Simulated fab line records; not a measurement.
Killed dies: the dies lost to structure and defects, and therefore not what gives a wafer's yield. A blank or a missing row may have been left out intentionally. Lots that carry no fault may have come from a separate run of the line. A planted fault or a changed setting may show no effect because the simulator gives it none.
The same fault as seen by 2 desks | flow gf180mcu | each desk holds nothing but its own numbers, with what lay behind them at the end

== TOOL OWNER'S DESK, krf_scanner-01 ==
The tool's own readings at GF_V5_EXPOSE_11 (exposes mask Via5, target cd 260 nm): means of the sampled wafers that have a number, for each lot that ran on this tool. Any lot whose mean is over 4 standard deviations away from the usual mean is out of limits and marked OUT; that distance is given in the brackets.
Columns: A = exposure_dose_mJ_cm2 at GF_V5_EXPOSE_11, usual 37.93; B = focus_offset_nm at GF_V5_EXPOSE_11, usual -0.1 nm
lot  | first seen here | A     | B
L926 | day 26 23:50    | 37.89 | -0.5
L937 | day 30 05:29    | 37.90 | -0.4
L942 | day 31 13:15    | 37.91 | 0.0
L943 | day 31 17:20    | 37.88 | -0.2
L947 | day 32 16:12    | 37.96 | -1.1
L948 | day 33 01:46    | 37.85 | -0.2
This desk's verdict: no lot among the 6 shows anything out of limits.

== AT THE METROLOGY DESK ==
What the gauges read for every lot (on any tool): the sampled wafers with a number, averaged. Any lot whose mean is over 4 standard deviations away from the usual mean is out of limits and marked OUT; that distance is given in the brackets.
Columns: A = V5_CVD_02_THK at GF_V5_THK_MEAS_03, usual 1450 nm
lot  | first seen here | A
L926 | day 26 13:02    | 1434
L927 | day 26 21:48    | 1461
L931 | day 27 20:53    | 1435
L930 | day 27 21:36    | 1459
L934 | day 28 23:53    | 1456
L935 | day 29 03:52    | 1440
L937 | day 29 19:28    | 1460
L941 | day 30 17:05    | 1462
L942 | day 31 04:01    | 1446
L943 | day 31 08:35    | 1459
L945 | day 31 21:48    | 1463
L946 | day 32 03:24    | 1438
L947 | day 32 06:40    | 1465
L948 | day 32 17:13    | 1426
This desk's verdict: no lot among the 14 shows anything out of limits.

== TAKEN TOGETHER ==
The desk of the tool owner found nothing out of limits.
From the metrology desk's view, nothing was out of limits.

== WHAT THE SIMULATOR PUT IN ==
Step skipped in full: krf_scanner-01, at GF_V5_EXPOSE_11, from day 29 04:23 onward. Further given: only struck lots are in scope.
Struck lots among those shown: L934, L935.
